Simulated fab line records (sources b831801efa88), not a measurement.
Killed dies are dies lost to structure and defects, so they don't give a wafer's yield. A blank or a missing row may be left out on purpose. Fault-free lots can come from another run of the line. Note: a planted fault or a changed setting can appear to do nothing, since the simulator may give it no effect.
8D (eight disciplines) problem report, filled in by code	flow gf180mcu	the parts of the form that need people (team, actions taken, sign-off) are left out

1. WHAT WENT WRONG
HV_LDD_CVD_56_THK at GF_HV_LDD_THK_MEAS_57 reads a mean of 96.2 nm on 3 wafers of 1 lot; wafers without a fault read 89.9 nm with a standard deviation of 0.99. Relative to the usual mean, that is a shift of +6.4 standard deviations.
First observed at day 17 06:15: wafer L430.1, on film metro-02. At this step, 36 wafers from 12 lots have a number in the record. By rule, "out" or "out of limits" means more than 4 standard deviations away from the usual mean. All remaining wafers that have a number are taken as sound.

2. WHAT THIS IS AND IS NOT
question	is	is not
which readings at this step	HV_LDD_CVD_56_THK	-
which lots	L430	L417, L418, L419, L420, L421, L422, L423, L424, L426, L438, L439
which wafers of those lots	all that have a number	-
read on which gauges	film metro-02	film metro-03, film metro-04
when	from day 17 06:15	up to then (27 sound wafers); but 6 sound wafers of L438, L439 came after

3. SUSPECTS, AND WHAT RULES EACH OUT
Counting: any tool at a process step up to the reading is kept as a suspect provided that every lot that is out went through it and no sound lot did after the first of them.
- the gauge at GF_HV_LDD_THK_MEAS_57: kept. All the wafers that are out were read on film metro-02, and no step on other tools shows them out.
- lpcvd-02 at GF_HV_LDD_CVD_56 (deposits Si3N4 from DCS/NH3, target thk 90 nm, time 1543 s): kept. It ran the lot that is out, L430 (day 17 04:49), and no sound lot after that; its last sound lot up to then is L424 (day 15 03:28).
Remaining after the count are lpcvd-02 at GF_HV_LDD_CVD_56 and film metro-02 at GF_HV_LDD_THK_MEAS_57.

4. THE CAUSE (what the simulator had put in)
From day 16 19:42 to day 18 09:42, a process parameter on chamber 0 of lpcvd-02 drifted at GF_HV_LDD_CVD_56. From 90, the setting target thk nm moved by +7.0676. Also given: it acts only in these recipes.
After counting, 2 suspects remain, this tool included.

5. THE CHAIN OF EFFECTS, in route order
Each row: a reading whose mean over the struck wafers that have a number lies more than 3 standard deviations from the usual. Only readings for which the record gives a usual standard deviation are gone through. hours: the time from each lot's start at the first step in this table that gives one to its start at this step, as a median over the lots. sigmas: the change in usual standard deviations.
hours	step	reading	usual	on struck wafers	change	sigmas
0	GF_HV_LDD_THK_MEAS_57	HV_LDD_CVD_56_THK	89.9 nm	96.2	+6.3	+6.4
0	GF_HV_LDD_ETCHBACK_58	oes product au	0.842 a.u.	0.875	+0.033	+4.5
The process steps in it:
- GF_HV_LDD_ETCHBACK_58: etches Si3N4 in CH3F/O2, stops on SiO2, time 100 s, target depth 90 nm.
Later steps that measure or inspect, where all struck wafers having a row at the step show a number for every such reading and not one has moved that far: GF_PSD_CD_MEAS_07.

6. HOW IT WOULD HAVE BEEN CAUGHT EARLIER
The first out-of-limits reading at a measuring or inspecting step in this record came at day 17 06:15, 11 hours after the fault's start at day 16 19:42.
No tool reading at GF_HV_LDD_CVD_56 that has a usual standard deviation in the record was out on any struck wafer, so an alarm limit of 4 standard deviations on those readings would not have fired.
Lots out: 1; all had begun GF_HV_LDD_CVD_56 on lpcvd-02 by day 17 06:15. None of them would have been spared by holding the tool at that moment.
